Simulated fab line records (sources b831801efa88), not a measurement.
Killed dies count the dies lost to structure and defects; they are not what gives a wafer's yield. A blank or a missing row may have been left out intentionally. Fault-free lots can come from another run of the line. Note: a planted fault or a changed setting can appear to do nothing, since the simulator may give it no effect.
A lot that was struck, set against a sound lot | flow gf180mcu | 14 out of 602 route steps
Sound: these wafers, L710.2, L710.3, L710.4. Wafers L718.1, L718.3, L718.6 were the ones struck. The cause is given at the end.
For every step that has rows: the tool of each side, followed by ch and its chambers, followed by its first start. Under that, the readings that differ: sound wafers | struck wafers | difference of the means | sigmas: that difference in standard deviations of wafers without a fault.
alike: same words and numbers on both sides, and readings whose means sit less than 2 such deviations apart. not compared: any withheld reading, any reading some wafer has no value for, any bound like >300 that may hide the same value, and any number with overlapping values for which the record gives no deviation.
A row with sigmas, a row that says differs or no value, or rows on one side alone: a step with any of these is where the two part. Numbers that don't overlap but have no deviation are shown without sigmas and don't part them. A reading that every wafer of one side lacks parts them only if that side has two wafers or more.

first, 8 steps without rows for these wafers: GF_V2_DEHYDRATE_06 (time 60 s); GF_V2_HMDS_07 (prime time 60 s); GF_V2_COAT_08; GF_V2_COAT_09 (resist thk 1000 nm); GF_V2_SOFTBAKE_10 (time 60 s); GF_V2_EXPOSE_11 (exposes mask Via2, target cd 260 nm); GF_V2_PEB_12 (peb time 88.49 s); GF_V2_DEVELOP_13 (develop time 60 s).
GF_V2_CD_MEAS_14: the cd target is 260 nm.
  struck on cd sem-01, day 24 00:48; sound on cd sem-01, day 20 21:01
  alike: cd nm
GF_V2_OVL_MEAS_15:
  struck on overlay-01, day 24 00:55; sound on overlay-02, day 20 21:08
  alike: V2_OVL
GF_V2_ETCH_16: etches BARC in N2/H2.
  sound on rie diel-01 ch 0,1,2, day 20 21:10; struck on rie diel-03 ch 1,2, day 24 00:58
  alike: drypump motor current A, oes product au, throttle valve pct
GF_V2_ETCH_17: etches SiO2 in C4F8/O2/Ar, stops on TiN, target depth 630 nm.
  sound: rie diel-01 ch 0,1,2; struck: rie diel-03 ch 1,2
  alike: oes product au
GF_V2_STRIP_18: strips in O2/N2.
  sound on plasma asher-02 ch 0,1, day 20 21:17; struck on plasma asher-02 ch 0,1, day 24 01:05
  no value came back on the struck wafers for chamber pressure mTorr (mTorr), drypump motor current A (A), heater power w (W), oes product au (a.u.); on the sound wafers chamber pressure mTorr (mTorr) reads 1502.1 1499.7 1502.2
  not compared: rf hours counter h
then, 1 step without rows for these wafers: GF_V2_STRIP_19 (strips in post etch residue remover, time 1200 s).

WHERE THEY PART
Within this record, at GF_V2_STRIP_18 only.

WHY: what the simulator had put in
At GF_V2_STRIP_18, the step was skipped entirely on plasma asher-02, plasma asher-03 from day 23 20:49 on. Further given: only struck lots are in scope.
